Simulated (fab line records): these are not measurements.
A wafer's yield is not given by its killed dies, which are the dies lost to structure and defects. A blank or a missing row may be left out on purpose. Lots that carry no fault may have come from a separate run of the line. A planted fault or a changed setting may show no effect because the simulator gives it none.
Chamber matching | flow sky130 | SKY_METAL4_ETCH_17 on rie_diel-02 has 4 sister chambers
The step etches SiO2 in C4F8/O2/Ar, stops on TiN, time 3.9 s, target depth 15 nm. 4 wafers are shown with their chamber, then 8 later ones without.

== WAFERS, EACH WITH ITS CHAMBER ==
wafer  | chamber | oes_product_au (a.u.)
L086.1 | 1       | 0.760
L088.1 | 3       | 0.741
L088.2 | 0       | 0.765
L089.2 | 2       | 0.740

== WAFERS WITH NO CHAMBER GIVEN ==
wafer  | oes_product_au (a.u.)
L089.4 | 0.753
L089.5 | 0.762
L090.1 | 0.754
L090.4 | 0.767
L090.6 | 0.752
L094.1 | 0.760
L094.3 | 0.751
L094.4 | 0.766

== THE CHAMBER EACH PASSED THROUGH ==
wafer  | from the rows above               | in truth
L089.4 | can't be placed: 1 or 0 or 3 or 2 | 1
L089.5 | can't be placed: 1 or 0           | 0
L090.1 | can't be placed: 1 or 0 or 3 or 2 | 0
L090.4 | can't be placed: 0 or 1           | 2
L090.6 | can't be placed: 1 or 3 or 2 or 0 | 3
L094.1 | can't be placed: 1 or 0           | 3
L094.3 | can't be placed: 1 or 3 or 2 or 0 | 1
L094.4 | can't be placed: 0 or 1           | 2
Correct placement for 0 of the 8. Unplaceable from these rows: 8, with the true chamber sitting among the candidates in 5. Number placed wrongly: 0.
How it was worked out, from the rows above alone: a wafer's distance from a chamber is the root of the sum, over the readings, of the square of ((its reading less the chamber's mean) divided by the reading's scatter). The wafer belongs to the nearest chamber; if the next one is less than 2 further off, it can't be placed. For every chamber, the mean is computed from those of its wafers that are shown. The scatter: root of mean squared gap, hidden wafer to nearest shown wafer, with one shown wafer a chamber.
